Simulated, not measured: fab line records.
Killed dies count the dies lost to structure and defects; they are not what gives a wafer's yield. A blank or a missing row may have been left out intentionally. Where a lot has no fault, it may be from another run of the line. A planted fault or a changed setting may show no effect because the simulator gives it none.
fab line records	flow sky130
record: lots: 24	wafers: 72	last_day: 51
route steps=708 shown VIA2@520 METAL3@534 VIA3@595 METAL4@600 VIA4@641
lots that met no fault: from a run of the same line without faults
start_h: hours from the record's first day to the start of the lot's first wafer shown	wait_h: how many hours have passed since the lot's step before this one	" unchanged from the row above	L1.1+2: a single row standing in for several wafers	- no value, or no start given	* or withheld: withheld	< > ~ a bound
route shown NAME@n: NAME is a module with steps in the file, n the number in the route of the first one	usual: average and standard deviation across the fault-free wafers	same: alike in all rows	chamber/n: place in a boat	sites: per-site readings	_std_site: how widely they spread, as a standard deviation	_edge_site: outer sites' mean less inner sites'	radius_mm: for every site, how far away it sits from the centre of the wafer	mask NAME#n: copy n	behind: the last tool/chamber to shape the wafer	hold: cause of the lot's hold/its duration in hours/its outcome	device: transistor that didn't switch, given as n, p or np	end of line: the route-end tests of the same wafers	a step without rows: its recipe alone	killed: at the first sort, the dies lost to defects and structure; wafer yield is something else	map: per-die view of a wafer (x killed, . not killed, _ where there is no die)
set.NAME: setting as actually run; set.NAME@STEP: the setting as run at that earlier step	model.NAME: the simulator's own value behind a step, which no gauge read
route steps across a sampled set of lots; one table per step, one row per wafer
services: when a tool's chamber went out of use (start_h, in hours from the record's first day, below 0 if earlier), for how many hours, and the reason
== steps ==
step: SKY_VIA2_OVL_MEAS_13
usual: VIA2_OVL: 0/5.8
lot.wafer	tool	chamber	start_h	wait_h	VIA2_OVL[nm]
L074.2	overlay-02	-	880.79	0.1	6
L074.4	"	-	"	"	8
L074.5	"	-	"	"	6
L075.3	overlay-01	-	884.59	0.1	6
L075.5	"	-	"	"	10
L075.6	"	-	"	"	9
L076.1	overlay-01	-	888.53	0.1	1
L076.3	"	-	"	"	1
L076.5	"	-	"	"	2
L077.1	overlay-01	-	906.04	0.1	2
L077.5	"	-	"	"	11
L077.6	"	-	"	"	2
L078.4	overlay-01	-	911.80	0.1	4
L078.5	"	-	"	"	2
L078.6	"	-	"	"	-3
L079.2	overlay-02	-	913.89	0.1	9
L079.5	"	-	"	"	5
L079.6	"	-	"	"	6
L080.2	overlay-02	-	916.19	0.1	4
L080.4	"	-	"	"	1
L080.5	"	-	"	"	1
L081.4	overlay-02	-	937.21	0.1	-4
L081.5	"	-	"	"	5
L081.6	"	-	"	"	-10
L082.2	overlay-01	-	939.63	0.1	3
L082.4	"	-	"	"	1
L082.6	"	-	"	"	3
L083.1	overlay-02	-	940.98	0.1	-2
L083.5	"	-	"	"	-2
L083.6	"	-	"	"	6
L084.1	overlay-02	-	947.74	0.1	7
L084.3	"	-	"	"	6
L084.4	"	-	"	"	2
L085.1	overlay-01	-	963.09	0.1	7
L085.3	"	-	"	"	2
L085.4	"	-	"	"	11
L086.1	overlay-01	-	967.98	0.1	4
L086.3	"	-	"	"	3
L086.5	"	-	"	"	5
L087.2	overlay-01	-	971.99	0.1	-5
L087.4	"	-	"	"	-6
L087.5	"	-	"	"	0
L088.2	overlay-01	-	973.48	0.1	1
L088.4	"	-	"	"	1
L088.6	"	-	"	"	-5
L089.1	overlay-01	-	986.44	0.1	-9
L089.2	"	-	"	"	-7
L089.3	"	-	"	"	-8
L090.4	overlay-02	-	989.15	0.1	-3
L090.5	"	-	"	"	3
L090.6	"	-	"	"	1
L091.2	overlay-02	-	996.38	0.1	0
L091.3	"	-	"	"	2
L091.6	"	-	"	"	-9
L092.4	overlay-02	-	997.85	0.1	-6
L092.5	"	-	"	"	-3
L092.6	"	-	"	"	-4
L093.1	overlay-02	-	1011.43	0.1	-10
L093.3	"	-	"	"	-4
L093.4	"	-	"	"	-2
L094.3	overlay-01	-	1013.82	0.1	-2
L094.5	"	-	"	"	1
L094.6	"	-	"	"	6
L095.1	overlay-01	-	1025.74	0.1	-4
L095.4	"	-	"	"	-6
L095.5	"	-	"	"	-7
L096.2	overlay-01	-	1027.04	0.1	-14
L096.4	"	-	"	"	-5
L096.5	"	-	"	"	-10
L097.2	overlay-02	-	1038.04	0.1	-1
L097.5	"	-	"	"	1
L097.6	"	-	"	"	2
step: SKY_METAL3_SPUTTER_02
recipe: material: AlCu	target_thk_nm: 735	power_w: 10600	time_s: 39.1	chamber_pressure_pa: 0.4
usual: throttle_valve_pct: 30.1/0.66
lot.wafer	tool	chamber	start_h	wait_h	throttle_valve_pct
L074.2	pvd_sputter-02	-	882.53	0.0	29.6
L074.4	"	-	"	"	30.1
L074.5	"	-	"	"	31.1
L075.3	pvd_sputter-02	-	886.04	0.0	30.6
L075.5	"	-	"	"	30.0
L075.6	"	-	"	"	30.1
L076.1	pvd_sputter-02	-	890.03	0.0	30.1
L076.3	"	-	"	"	31.0
L076.5	"	-	"	"	31.1
L077.1	pvd_sputter-04	-	907.52	0.0	29.2
L077.5	"	-	"	"	28.5
L077.6	"	-	"	"	29.2
L078.4	pvd_sputter-03	-	914.02	0.0	29.5
L078.5	"	-	"	"	30.9
L078.6	"	-	"	"	29.6
L079.2	pvd_sputter-02	-	915.49	0.0	30.0
L079.5	"	-	"	"	30.1
L079.6	"	-	"	"	29.9
L080.2	pvd_sputter-04	-	917.65	0.0	29.2
L080.4	"	-	"	"	28.4
L080.5	"	-	"	"	30.8
L081.4	pvd_sputter-03	-	938.65	0.0	30.0
L081.5	"	-	"	"	29.5
L081.6	"	-	"	"	29.8
L082.2	pvd_sputter-02	-	941.09	0.0	30.1
L082.4	"	-	"	"	30.9
L082.6	"	-	"	"	30.3
L083.1	pvd_sputter-02	-	942.47	0.0	31.0
L083.5	"	-	"	"	30.6
L083.6	"	-	"	"	30.0
L084.1	pvd_sputter-03	-	949.27	0.0	30.8
L084.3	"	-	"	"	30.0
L084.4	"	-	"	"	29.5
L085.1	pvd_sputter-04	-	964.85	0.0	28.6
L085.3	"	-	"	"	30.2
L085.4	"	-	"	"	30.7
L086.1	pvd_sputter-03	-	969.47	0.0	29.8
L086.3	"	-	"	"	29.7
L086.5	"	-	"	"	29.9
L087.2	pvd_sputter-04	-	973.44	0.0	30.3
L087.4	"	-	"	"	28.8
L087.5	"	-	"	"	31.0
L088.2	pvd_sputter-04	-	974.94	0.0	30.8
L088.4	"	-	"	"	29.3
L088.6	"	-	"	"	28.7
L089.1	pvd_sputter-04	-	987.89	0.0	30.2
L089.2	"	-	"	"	30.7
L089.3	"	-	"	"	29.1
L090.4	pvd_sputter-03	-	990.76	0.0	30.2
L090.5	"	-	"	"	29.4
L090.6	"	-	"	"	29.9
L091.2	pvd_sputter-03	-	997.83	0.0	30.0
L091.3	"	-	"	"	30.3
L091.6	"	-	"	"	29.9
L092.4	pvd_sputter-02	-	999.28	0.0	29.9
L092.5	"	-	"	"	29.8
L092.6	"	-	"	"	30.1
L093.1	pvd_sputter-02	-	1013.04	0.0	30.1
L093.3	"	-	"	"	29.9
L093.4	"	-	"	"	30.9
L094.3	pvd_sputter-03	-	1015.26	0.0	30.6
L094.5	"	-	"	"	30.1
L094.6	"	-	"	"	30.7
L095.1	pvd_sputter-03	-	1027.28	0.0	30.8
L095.4	"	-	"	"	30.3
L095.5	"	-	"	"	30.0
L096.2	pvd_sputter-02	-	1028.50	0.0	31.0
L096.4	"	-	"	"	29.9
L096.5	"	-	"	"	31.0
L097.2	pvd_sputter-03	-	1039.70	0.0	30.0
L097.5	"	-	"	"	30.1
L097.6	"	-	"	"	30.5
step: SKY_METAL3_DESCUM_15
recipe: chemistry: O2	source_power_w: 150	bias_power_w: 0	pressure_mtorr: 10	temp_c: 40	time_s: 8
usual: drypump_motor_current_A: 5.6/0.43	oes_product_au: 0.995/0.007
lot.wafer	tool	chamber	start_h	wait_h	drypump_motor_current_A	oes_product_au	rf_hours_counter_h
L074.2	rie_metal-04	0	935.27	0.0	6.4	1.005	15
L074.4	"	1	"	"	5.5	0.994	-
L074.5	"	1	"	"	5.4	0.999	-
L075.3	rie_metal-02	0	938.88	0.0	5.5	0.995	-
L075.5	"	0	"	"	5.5	1.003	-
L075.6	"	1	"	"	5.3	1.004	-
L076.1	rie_metal-04	1	941.87	0.0	5.5	0.989	12
L076.3	"	0	"	"	6.4	0.987	-
L076.5	"	0	"	"	6.4	1.004	-
L077.1	rie_metal-04	1	958.85	0.0	5.5	1.001	13
L077.5	"	0	"	"	6.4	0.998	-
L077.6	"	1	"	"	5.5	0.990	-
L078.4	rie_metal-04	1	965.51	0.0	5.5	1.008	-
L078.5	"	0	"	"	6.4	1.000	-
L078.6	"	1	"	"	5.5	0.997	-
L079.2	rie_metal-02	1	966.87	0.0	5.3	0.992	11
L079.5	"	0	"	"	5.6	0.994	-
L079.6	"	1	"	"	5.3	1.003	-
L080.2	rie_metal-02	1	968.45	0.0	5.4	0.995	11
L080.4	"	1	"	"	5.4	0.996	-
L080.5	"	1	"	"	5.4	0.998	-
L081.4	rie_metal-03	0	988.83	0.0	5.8	0.991	-
L081.5	"	0	"	"	5.8	0.990	-
L081.6	"	1	"	"	5.0	0.998	-
L082.2	rie_metal-03	1	991.17	0.0	5.1	0.995	9
L082.4	"	1	"	"	5.1	0.998	-
L082.6	"	1	"	"	5.1	0.996	-
L083.1	rie_metal-03	1	993.97	0.0	5.0	0.986	9
L083.5	"	0	"	"	5.8	0.999	-
L083.6	"	1	"	"	5.0	0.996	-
L084.1	rie_metal-04	0	999.20	0.0	6.4	0.998	19
L084.3	"	1	"	"	5.4	0.987	-
L084.4	"	0	"	"	6.4	1.002	-
L085.1	rie_metal-02	1	1013.72	0.0	5.4	1.000	13
L085.3	"	0	"	"	5.5	0.989	-
L085.4	"	1	"	"	5.3	0.985	-
L086.1	rie_metal-03	1	1018.87	0.0	5.1	0.993	11
L086.3	"	1	"	"	5.0	0.992	-
L086.5	"	1	"	"	5.1	0.998	-
L087.2	rie_metal-02	0	1022.77	0.0	5.5	0.985	13
L087.4	"	1	"	"	5.3	0.991	-
L087.5	"	0	"	"	5.5	0.990	-
L088.2	rie_metal-04	1	1024.80	0.0	5.4	0.996	17
L088.4	"	0	"	"	6.3	1.002	-
L088.6	"	0	"	"	6.4	1.011	-
L089.1	rie_metal-02	0	1037.72	0.0	5.5	0.994	13
L089.2	"	1	"	"	5.4	0.996	14
L089.3	"	1	"	"	5.4	0.988	-
L090.4	rie_metal-04	1	1038.78	0.0	5.5	0.991	-
L090.5	"	0	"	"	6.4	0.998	-
L090.6	"	1	"	"	5.5	0.990	-
L091.2	rie_metal-03	1	1045.52	0.0	5.1	0.988	12
L091.3	"	0	"	"	5.9	1.004	-
L091.6	"	1	"	"	5.0	0.983	-
L092.4	rie_metal-03	1	1048.18	0.0	5.0	0.975	-
L092.5	"	0	"	"	5.9	0.995	-
L092.6	"	1	"	"	5.0	0.984	-
L093.1	rie_metal-04	0	1061.84	0.0	6.4	1.006	23
L093.3	"	0	"	"	6.4	1.008	-
L093.4	"	0	"	"	6.4	1.003	-
L094.3	rie_metal-03	1	1062.09	0.0	5.0	0.991	-
L094.5	"	1	"	"	5.0	0.988	-
L094.6	"	0	"	"	5.9	0.992	-
L095.1	rie_metal-03	1	1079.71	0.0	5.1	1.002	14
L095.4	"	0	"	"	5.9	1.010	-
L095.5	"	0	"	"	5.9	0.998	-
L096.2	rie_metal-02	0	1080.07	0.0	5.5	0.985	16
L096.4	"	0	"	"	5.5	1.000	-
L096.5	"	1	"	"	5.3	0.997	-
L097.2	rie_metal-02	1	1086.02	0.0	5.3	0.993	17
L097.5	"	0	"	"	5.5	0.992	-
L097.6	"	1	"	"	5.4	0.985	-
step: SKY_VIA3_RS_MEAS_22
recipe: thk_meas_gauge: four-point-probe	reads: W_of_VIA3_CVD_21+TiN_of_VIA3_SPUTTER_20
usual: VIA3_W_RS: 0.293/0.0035
lot.wafer	tool	chamber	start_h	wait_h	VIA3_W_RS[ohm/sq]
L074.2	film_metro-04	-	962.77	0.1	0.296
L074.4	"	-	"	"	0.298
L074.5	"	-	"	"	0.301
L075.3	film_metro-04	-	966.77	0.1	0.292
L075.5	"	-	"	"	0.296
L075.6	"	-	"	"	0.290
L076.1	film_metro-04	-	969.98	0.1	0.292
L076.3	"	-	"	"	0.291
L076.5	"	-	"	"	0.297
L077.1	film_metro-04	-	986.65	0.1	0.295
L077.5	"	-	"	"	0.295
L077.6	"	-	"	"	0.291
L078.4	film_metro-01	-	992.64	0.1	0.291
L078.5	"	-	"	"	0.293
L078.6	"	-	"	"	0.297
L079.2	film_metro-04	-	993.97	0.2	0.296
L079.5	"	-	"	"	0.297
L079.6	"	-	"	"	0.297
L080.2	film_metro-02	-	995.22	0.1	0.292
L080.4	"	-	"	"	0.296
L080.5	"	-	"	"	0.294
L081.4	film_metro-01	-	1016.05	0.1	0.300
L081.5	"	-	"	"	0.296
L081.6	"	-	"	"	0.293
L082.2	film_metro-04	-	1018.70	0.1	0.294
L082.4	"	-	"	"	0.288
L082.6	"	-	"	"	0.293
L083.1	film_metro-04	-	1020.39	0.1	0.299
L083.5	"	-	"	"	0.298
L083.6	"	-	"	"	0.295
L084.1	film_metro-01	-	1026.18	0.1	0.287
L084.3	"	-	"	"	0.293
L084.4	"	-	"	"	0.287
L085.1	film_metro-01	-	1039.38	0.1	0.291
L085.3	"	-	"	"	0.294
L085.4	"	-	"	"	0.289
L086.1	film_metro-04	-	1044.82	0.1	0.288
L086.3	"	-	"	"	0.291
L086.5	"	-	"	"	0.294
L087.2	film_metro-04	-	1048.92	0.1	0.293
L087.4	"	-	"	"	0.295
L087.5	"	-	"	"	0.293
L088.2	film_metro-02	-	1050.25	0.1	0.294
L088.4	"	-	"	"	0.296
L088.6	"	-	"	"	0.292
L089.1	film_metro-04	-	1063.07	0.1	0.290
L089.2	"	-	"	"	0.287
L089.3	"	-	"	"	0.294
L090.4	film_metro-02	-	1064.28	0.1	0.292
L090.5	"	-	"	"	0.294
L090.6	"	-	"	"	0.293
L091.2	film_metro-01	-	1071.03	0.1	0.299
L091.3	"	-	"	"	0.296
L091.6	"	-	"	"	0.301
L092.4	film_metro-01	-	1073.00	0.1	0.294
L092.5	"	-	"	"	0.289
L092.6	"	-	"	"	0.292
L093.1	film_metro-01	-	1086.71	0.1	0.293
L093.3	"	-	"	"	0.290
L093.4	"	-	"	"	0.288
L094.3	film_metro-02	-	1087.46	0.1	0.294
L094.5	"	-	"	"	0.294
L094.6	"	-	"	"	0.297
L095.1	film_metro-04	-	1102.53	0.1	0.299
L095.4	"	-	"	"	0.303
L095.5	"	-	"	"	0.295
L096.2	film_metro-01	-	1103.90	0.1	0.290
L096.4	"	-	"	"	0.290
L096.5	"	-	"	"	0.290
L097.2	film_metro-04	-	1110.72	0.1	0.293
L097.5	"	-	"	"	0.293
L097.6	"	-	"	"	0.296
step: SKY_METAL4_SPUTTER_02
recipe: material: AlCu	target_thk_nm: 735	power_w: 10600	time_s: 39.1	chamber_pressure_pa: 0.4
usual: throttle_valve_pct: 29.9/0.84
lot.wafer	tool	chamber	start_h	wait_h	throttle_valve_pct
L074.2	pvd_sputter-04	-	963.27	0.0	30.8
L074.4	"	-	"	"	30.3
L074.5	"	-	"	"	29.1
L075.3	pvd_sputter-03	-	967.56	0.0	30.3
L075.5	"	-	"	"	30.9
L075.6	"	-	"	"	29.8
L076.1	pvd_sputter-04	-	970.59	0.0	28.6
L076.3	"	-	"	"	30.3
L076.5	"	-	"	"	30.6
L077.1	pvd_sputter-03	-	987.22	0.0	30.1
L077.5	"	-	"	"	29.7
L077.6	"	-	"	"	30.2
L078.4	pvd_sputter-01	-	993.41	0.0	29.0
L078.5	"	-	"	"	31.1
L078.6	"	-	"	"	28.7
L079.2	pvd_sputter-04	-	994.72	0.0	30.5
L079.5	"	-	"	"	30.3
L079.6	"	-	"	"	29.2
L080.2	pvd_sputter-03	-	995.77	0.0	29.8
L080.4	"	-	"	"	29.7
L080.5	"	-	"	"	30.9
L081.4	pvd_sputter-04	-	1016.74	0.0	28.3
L081.5	"	-	"	"	30.8
L081.6	"	-	"	"	28.6
L082.2	pvd_sputter-04	-	1019.20	0.0	30.5
L082.4	"	-	"	"	29.3
L082.6	"	-	"	"	30.3
L083.1	pvd_sputter-03	-	1020.92	0.0	30.7
L083.5	"	-	"	"	30.1
L083.6	"	-	"	"	30.9
L084.1	pvd_sputter-03	-	1026.71	0.0	30.0
L084.3	"	-	"	"	30.7
L084.4	"	-	"	"	29.8
L085.1	pvd_sputter-04	-	1039.90	0.0	28.3
L085.3	"	-	"	"	30.5
L085.4	"	-	"	"	28.9
L086.1	pvd_sputter-01	-	1045.35	0.0	30.8
L086.3	"	-	"	"	28.4
L086.5	"	-	"	"	28.6
L087.2	pvd_sputter-04	-	1049.43	0.0	28.4
L087.4	"	-	"	"	30.9
L087.5	"	-	"	"	28.6
L088.2	pvd_sputter-01	-	1050.76	0.0	29.1
L088.4	"	-	"	"	28.8
L088.6	"	-	"	"	28.1
L089.1	pvd_sputter-03	-	1063.60	0.0	30.4
L089.2	"	-	"	"	30.7
L089.3	"	-	"	"	29.5
L090.4	pvd_sputter-03	-	1064.75	0.0	30.2
L090.5	"	-	"	"	30.7
L090.6	"	-	"	"	29.8
L091.2	pvd_sputter-03	-	1071.54	0.0	30.9
L091.3	"	-	"	"	30.4
L091.6	"	-	"	"	30.1
L092.4	pvd_sputter-03	-	1073.61	0.0	30.9
L092.5	"	-	"	"	29.6
L092.6	"	-	"	"	29.9
L093.1	pvd_sputter-01	-	1087.25	0.0	28.7
L093.3	"	-	"	"	28.5
L093.4	"	-	"	"	31.1
L094.3	pvd_sputter-04	-	1087.94	0.0	29.1
L094.5	"	-	"	"	30.8
L094.6	"	-	"	"	30.2
L095.1	pvd_sputter-04	-	1103.08	0.0	30.8
L095.4	"	-	"	"	28.9
L095.5	"	-	"	"	28.5
L096.2	pvd_sputter-03	-	1104.41	0.0	29.6
L096.4	"	-	"	"	30.9
L096.5	"	-	"	"	30.0
L097.2	pvd_sputter-03	-	1111.23	0.0	29.6
L097.5	"	-	"	"	30.2
L097.6	"	-	"	"	31.0
step: SKY_VIA4_CMP_02
recipe: material: SiO2	down_force_psi: 4	platen_rpm: 60	pad_velocity_m_s: 0.94248
usual: motor_current_A: 11.9/1.2
lot.wafer	tool	chamber	start_h	wait_h	motor_current_A
L074.2	cmp-02	2	1014.14	0.1	14.8
L074.4	"	0	"	"	13.1
L074.5	"	2	"	"	13.7
L075.3	cmp-02	2	1018.74	0.1	14.2
L075.5	"	0	"	"	11.7
L075.6	"	1	"	"	10.9
L076.3	cmp-01	0	1021.09	0.0	9.6
L076.1	"	1	"	"	10.7
L076.5	"	0	"	"	9.7
L077.1	cmp-02	0	1038.14	0.1	12.1
L077.6	"	3	"	"	11.4
L077.5	"	0	"	"	12.0
L078.4	cmp-02	0	1042.98	0.0	11.9
L078.5	"	0	"	"	12.3
L078.6	"	1	"	"	10.8
L079.2	cmp-02	3	1043.72	0.1	11.8
L079.6	"	1	"	"	11.0
L079.5	"	2	"	"	14.4
L080.2	cmp-02	1	1045.76	0.1	10.8
L080.4	"	2	"	"	14.3
L080.5	"	0	"	"	12.0
L081.4	cmp-01	0	1065.41	0.1	9.5
L081.6	"	2	"	"	12.6
L081.5	"	3	"	"	12.6
L082.2	cmp-02	0	1068.20	0.1	12.0
L082.4	"	2	"	"	14.8
L082.6	"	0	"	"	11.7
L083.1	cmp-02	2	1069.52	0.2	13.5
L083.5	"	3	"	"	12.0
L083.6	"	0	"	"	12.5
L084.4	cmp-01	1	1074.60	0.0	11.3
L084.3	"	3	"	"	12.4
L084.1	"	0	"	"	10.0
L085.3	cmp-01	2	1087.34	0.1	12.5
L085.4	"	3	"	"	12.2
L085.1	"	0	"	"	9.8
L086.3	cmp-02	0	1091.70	0.5	12.4
L086.1	"	1	"	"	10.8
L086.5	"	3	"	"	12.0
L087.2	cmp-01	0	1096.21	0.3	9.6
L087.4	"	1	"	"	11.6
L087.5	"	0	"	"	9.5
L088.2	cmp-01	2	1097.46	0.0	12.1
L088.4	"	3	"	"	12.1
L088.6	"	2	"	"	12.3
L089.3	cmp-02	2	1109.63	0.0	13.6
L089.2	"	0	"	"	12.0
L089.1	"	1	"	"	11.5
L090.4	cmp-01	0	1110.55	0.0	9.8
L090.6	"	0	"	"	9.7
L090.5	"	1	"	"	10.9
L091.2	cmp-01	2	1116.68	0.0	12.7
L091.3	"	1	"	"	11.3
L091.6	"	2	"	"	12.1
L092.4	cmp-01	1	1118.33	0.2	10.9
L092.6	"	2	"	"	12.9
L092.5	"	3	"	"	12.5
L093.1	cmp-02	1	1132.66	0.1	11.4
L093.3	"	2	"	"	14.6
L093.4	"	3	"	"	12.1
L094.3	cmp-01	1	1133.09	0.2	11.1
L094.6	"	2	"	"	11.8
L094.5	"	3	"	"	12.9
L095.4	cmp-02	3	1146.11	0.0	11.7
L095.1	"	0	"	"	11.5
L095.5	"	0	"	"	12.1
L096.2	cmp-01	2	1147.32	0.1	12.4
L096.4	"	3	"	"	13.1
L096.5	"	1	"	"	10.8
L097.2	cmp-02	1	1153.90	0.2	10.9
L097.5	"	2	"	"	14.4
L097.6	"	3	"	"	11.8
== services ==
tool	chamber	start_h	hours	kind
pvd_sputter-02	-	863.18	4.3	repair
cmp-02	-	864.95	0.7	repair
cmp-01	-	881.07	3.2	repair
cmp-01	-	912.25	4.0	pm
cmp-02	-	916.84	1.1	repair
cmp-01	-	958.86	54.0	repair
cmp-01	-	990.65	1.9	repair
cmp-02	-	990.74	0.5	repair
pvd_sputter-03	-	991.61	0.9	repair
pvd_sputter-03	1	997.94	-	consumable_replace:kit
pvd_sputter-03	1	997.94	18.0	scheduled_down
pvd_sputter-01	-	999.56	1.9	repair
cmp-01	-	1005.47	5.3	repair
cmp-02	-	1026.96	4.4	pm
cmp-01	-	1032.28	0.5	repair
pvd_sputter-03	-	1041.60	7.9	repair
rie_metal-04	1	1061.51	4.9	repair
cmp-02	-	1063.42	4.0	pm
cmp-02	-	1072.04	1.6	repair
cmp-01	-	1075.00	2.3	repair
cmp-02	-	1094.33	2.3	repair
cmp-02	-	1099.13	0.7	repair
rie_metal-04	-	1115.26	0.7	repair
pvd_sputter-01	-	1130.78	1.9	repair
== key ==
fault none
